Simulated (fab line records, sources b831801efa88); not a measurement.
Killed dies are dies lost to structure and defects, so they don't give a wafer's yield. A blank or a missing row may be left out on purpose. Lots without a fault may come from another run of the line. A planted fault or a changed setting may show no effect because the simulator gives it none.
One fault seen from 2 desks | flow gf180mcu | each desk has only its own numbers; what lay behind them comes last

THE TOOL OWNER'S DESK: rtp_anneal-02
The tool's own readings at GF_PSD_RTA_13 (time 20 s): means of the sampled wafers that have a number, for each lot that ran on this tool. A lot is out of limits, marked OUT, if its mean lies more than 4 standard deviations from the usual mean; the brackets give that distance.
Columns: A = lamp_power_pct at GF_PSD_RTA_13, usual 31.4 %; B = run_length_s at GF_PSD_RTA_13, usual 48.7 s; C = wafer_temp_C_max at GF_PSD_RTA_13, usual 1030.0
lot  | first seen here | A    | B              | C
L823 | day 14 05:25    | 28.9 | 48.2           | 1029.8
L825 | day 14 22:09    | 28.8 | 48.3           | 1029.3
L828 | day 16 02:07    | 28.8 | 48.3           | 1029.5
L830 | day 16 16:35    | 28.8 | 72.0 (+31) OUT | 1029.5
L831 | day 17 03:26    | 28.8 | 71.9 (+31) OUT | 1029.4
L832 | day 17 06:23    | 28.8 | 71.8 (+31) OUT | 1029.7
L838 | day 19 20:43    | 28.8 | 48.2           | 1029.0
L839 | day 19 23:27    | 28.8 | 48.3           | 1029.5
L840 | day 20 08:05    | 28.8 | 48.2           | 1029.6
L842 | day 21 06:41    | 28.8 | 48.4           | 1029.0
L844 | day 21 18:00    | 28.8 | 48.2           | 1028.9
This desk's finding: out of limits on L830, L831, L832; first on L830, day 16 16:35 (run_length_s at GF_PSD_RTA_13). In limits: L823, L825, L828, L838, L839, L840, L842, L844.

THE METROLOGY DESK
What the gauges read, lot by lot, whatever tool the lot ran on: means of the sampled wafers that have a number. A lot is out of limits, marked OUT, if its mean lies more than 4 standard deviations from the usual mean; the brackets give that distance.
Columns: A = STI_CVD_23_THK at GF_STI_THK_MEAS_24, usual 652 nm; B = NSD_RS at GF_PSD_RS_MEAS_14, usual 46.12 ohm/sq; C = PSD_RS at GF_PSD_RS_MEAS_15, usual 108.50 ohm/sq; D = M1_ALCU_RS at GF_M1_RS_MEAS_05, usual 0.0694 ohm/sq
lot  | first seen here | A   | B               | C                | D
L823 | day 2 03:59     | 651 | 46.14           | 108.52           | 0.0695
L825 | day 2 13:47     | 653 | 46.15           | 108.59           | 0.0698
L828 | day 3 04:49     | 653 | 46.11           | 108.58           | 0.0702
L830 | day 3 15:26     | 654 | 41.99 (-45) OUT | 101.22 (-26) OUT | 0.0686
L831 | day 3 20:40     | 652 | 41.93 (-46) OUT | 100.79 (-28) OUT | 0.0693
L832 | day 4 02:47     | 654 | 41.85 (-47) OUT | 100.60 (-28) OUT | 0.0698
L838 | day 5 10:46     | 657 | 46.25           | 109.11           | 0.0697
L839 | day 5 13:24     | 654 | 46.06           | 108.46           | 0.0691
L840 | day 5 19:19     | 642 | 46.02           | 108.42           | 0.0698
L842 | day 6 05:41     | 659 | 46.08           | 108.42           | 0.0694
L844 | day 6 14:51     | 656 | 46.03           | 108.43           | 0.0695
L846 | day 7 02:20     | 646 | 46.18           | 108.54           | 0.0692
This desk's finding: out of limits on L830, L831, L832; first on L830, day 16 16:40 (NSD_RS at GF_PSD_RS_MEAS_14). In limits: L823, L825, L828, L838, L839, L840, L842, L844, L846.

PUT TOGETHER
The tool owner's desk could have raised an alarm at day 16 16:35, on L830, L831, L832.
The metrology desk could have raised an alarm at day 16 16:40, on L830, L831, L832.
Of the lots named, all ran GF_PSD_RTA_13 on rtp_anneal-02.

WHAT THE SIMULATOR HAD PUT IN
Process parameter drift: rtp_anneal-02, from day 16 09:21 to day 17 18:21, at GF_PSD_RTA_13. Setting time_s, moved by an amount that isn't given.
Lots struck among those shown: L830, L831, L832.
Hours from the fault's start to each desk's first reading out of limits: the tool owner's desk, 7; the metrology desk, 7.
